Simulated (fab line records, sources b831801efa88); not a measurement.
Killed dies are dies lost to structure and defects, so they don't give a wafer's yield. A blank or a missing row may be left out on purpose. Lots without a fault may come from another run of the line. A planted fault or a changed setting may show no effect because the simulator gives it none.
Which tool did it? | flow sky130 | 12 lots, 36 wafers sampled, at 4 steps of a route of 708

WHAT THE GAUGES READ, wafer by wafer
SKY_NWELL_THK_MEAS_02. Usual: NWELL_OXIDATION_THK 10.08 nm, standard deviation 0.21.
lot  | measured    | on            | NWELL_OXIDATION_THK (nm) | flag
L221 | day 2 18:16 | film_metro-01 | 9.74 10.03 9.84          |
L222 | day 2 22:37 | film_metro-01 | 10.17 10.28 10.31        |
L223 | day 3 04:11 | film_metro-04 | 9.98 9.95 10.10          |
L224 | day 3 11:22 | film_metro-02 | 10.19 10.20 10.24        |
L230 | day 4 17:53 | film_metro-04 | 10.37 10.24 10.17        |
L232 | day 5 02:31 | film_metro-04 | 10.16 10.17 10.18        |
L233 | day 5 05:16 | film_metro-02 | 10.07 10.02 9.97         |
L234 | day 5 15:50 | film_metro-01 | 10.13 10.00 9.98         |
L235 | day 5 21:29 | film_metro-04 | 10.04 10.10 10.07        |
L241 | day 7 05:49 | film_metro-01 | 10.26 10.29 10.27        |
L242 | day 7 07:16 | film_metro-04 | 10.06 10.18 10.00        |
L243 | day 7 18:43 | film_metro-04 | 10.02 9.95 9.86          |

SKY_SONOS_TUNNEL_TW_MEAS_12. Usual: SONOS_TUNNEL_TW 196.3, standard deviation 1.1.
lot  | measured     | on            | SONOS_TUNNEL_TW   | flag
L221 | day 11 13:28 | film_metro-02 | 193.8 194.8 196.0 |
L222 | day 11 23:02 | film_metro-02 | 195.7 196.5 196.5 |
L223 | day 12 05:53 | film_metro-02 | 195.7 194.5 195.7 |
L224 | day 12 17:10 | film_metro-04 | 196.4 197.3 196.9 |
L230 | day 14 15:59 | film_metro-02 | 194.6 194.9 195.0 |
L232 | day 15 15:46 | film_metro-02 | 196.0 196.2 195.0 |
L233 | day 15 08:13 | film_metro-04 | 197.2 197.4 196.3 |
L234 | day 16 03:42 | film_metro-02 | 195.5 195.4 195.5 |
L235 | day 16 09:39 | film_metro-02 | 196.5 195.5 195.4 |
L241 | day 18 14:40 | film_metro-03 | 195.8 196.8 195.3 |
L242 | day 18 16:43 | film_metro-04 | 197.6 197.9 198.0 |
L243 | day 19 11:45 | film_metro-02 | 195.4 195.1 196.0 |

SKY_SONOS_ONO_THK_MEAS_05. Usual: SONOS_ONO_CVD_04_THK 5.78 nm, standard deviation 0.12.
lot  | measured     | on            | SONOS_ONO_CVD_04_THK (nm) | flag
L221 | day 11 19:48 | film_metro-01 | 5.79 5.75 5.86            |
L222 | day 12 05:50 | film_metro-03 | 5.91 5.85 5.81            |
L223 | day 12 10:57 | film_metro-01 | 5.79 5.81 5.85            |
L224 | day 12 23:26 | film_metro-04 | 5.66 5.79 5.66            |
L230 | day 14 21:11 | film_metro-01 | 5.74 5.88 5.84            |
L232 | day 16 02:31 | film_metro-03 | 6.89 7.03 7.09            | OFF
L233 | day 15 14:10 | film_metro-01 | 5.93 5.82 5.98            |
L234 | day 16 08:17 | film_metro-04 | 6.72 6.78 6.84            | OFF
L235 | day 16 13:46 | film_metro-03 | 6.95 7.02 7.00            | OFF
L241 | day 18 19:44 | film_metro-03 | 5.61 5.60 5.66            |
L242 | day 18 23:23 | film_metro-01 | 5.77 5.73 5.78            |
L243 | day 19 15:35 | film_metro-03 | 5.86 5.77 5.93            |

WHICH TOOL RAN EACH LOT (tool, then ch and the chambers of the sampled wafers, then the start)
lot  | SKY_SONOS_ONO_CVD_04
L221 | lpcvd-03 ch 0, day 11 18:33
L222 | lpcvd-03 ch 1, day 12 04:34
L223 | lpcvd-03 ch 0, day 12 09:42
L224 | lpcvd-03 ch 0, day 12 22:11
L230 | lpcvd-03 ch 0, day 14 19:19
L232 | lpcvd-03 ch 0, day 15 23:41
L233 | lpcvd-03 ch 1, day 15 12:55
L234 | lpcvd-03 ch 0, day 16 07:01
L235 | lpcvd-03 ch 1, day 16 12:31
L241 | lpcvd-03 ch 0, day 18 17:51
L242 | lpcvd-03 ch 1, day 18 21:29
L243 | lpcvd-03 ch 0, day 19 14:19
- SKY_SONOS_ONO_CVD_04: deposits SiO2 from SiH4/N2O, target thk 5.7199 nm.

WHAT THE TOOLS THEMSELVES READ (means of the sampled wafers that have a number; where no wafer has one, the mark that the record gives instead)
SKY_SONOS_ONO_CVD_04. Usual: spike_tc_bottom_C 917.2 C, standard deviation 1.2; spike_tc_centre_C 901.4 C, standard deviation 0.98; spike_tc_lower_C 899.4 C, standard deviation 1.3; spike_tc_top_C 911.5 C, standard deviation 1.6; spike_tc_upper_C 899.4 C, standard deviation 1.2; susceptor_temp_C 900.0 C, standard deviation 0.37.
lot  | tool     | spike_tc_bottom_C (C) | spike_tc_centre_C (C) | spike_tc_lower_C (C) | spike_tc_top_C (C) | spike_tc_upper_C (C) | susceptor_temp_C (C) | flag
L221 | lpcvd-03 | 916.9                 | 901.2                 | 898.6                | 911.7              | 898.5                | 899.9                |
L222 | lpcvd-03 | 918.6                 | 901.8                 | 900.1                | 913.6              | 899.3                | 900.0                |
L223 | lpcvd-03 | 917.4                 | 900.6                 | 898.8                | 910.8              | 898.9                | 900.3                |
L224 | lpcvd-03 | 917.6                 | 900.7                 | 898.2                | 910.5              | 898.6                | 899.7                |
L230 | lpcvd-03 | 917.1                 | 900.4                 | 899.6                | 909.8              | 899.4                | 900.0                |
L232 | lpcvd-03 | 927.5                 | 913.2                 | 909.1                | 922.1              | 910.5                | 911.6                | OFF
L233 | lpcvd-03 | 918.5                 | 902.6                 | 900.9                | 914.0              | 900.4                | 900.3                |
L234 | lpcvd-03 | 927.6                 | 912.7                 | 909.7                | 922.3              | 910.9                | 912.2                | OFF
L235 | lpcvd-03 | 929.9                 | 914.0                 | 912.2                | 925.5              | 911.8                | 911.2                | OFF
L241 | lpcvd-03 | 916.9                 | 901.4                 | 899.1                | 911.1              | 899.0                | 900.4                |
L242 | lpcvd-03 | 918.0                 | 901.6                 | 901.2                | 912.9              | 901.1                | 900.3                |
L243 | lpcvd-03 | 916.8                 | 901.6                 | 899.1                | 910.1              | 898.5                | 899.9                |

THE ANSWER, worked out from the rows above alone
Rule: a lot is off if the mean of its wafers that have a number lies more than 3 standard deviations from the usual mean. A lot without any number at a reading at which 4 lots or more have one is off too. The other lots that the step has rows for count as sound. The gauges are gone through in route order, then the tools' own readings, and for those a lot's mean is taken as printed above. The first step at which some lot is off is used, and at that step the reading that is off furthest; a lot without a number counts as furthest.
Off: L232, L234, L235, at SKY_SONOS_ONO_THK_MEAS_05 (SONOS_ONO_CVD_04_THK).
A tool fits if, at a process step before that reading, it ran every lot that is off, and no sound lot after the first of them. The gauges at SKY_SONOS_ONO_THK_MEAS_05 aren't tried: what is off there is off at SKY_SONOS_ONO_CVD_04 too, on other tools, and a gauge's error can't cause that. None of those tried fits.

WHAT THE SIMULATOR HAD PUT IN
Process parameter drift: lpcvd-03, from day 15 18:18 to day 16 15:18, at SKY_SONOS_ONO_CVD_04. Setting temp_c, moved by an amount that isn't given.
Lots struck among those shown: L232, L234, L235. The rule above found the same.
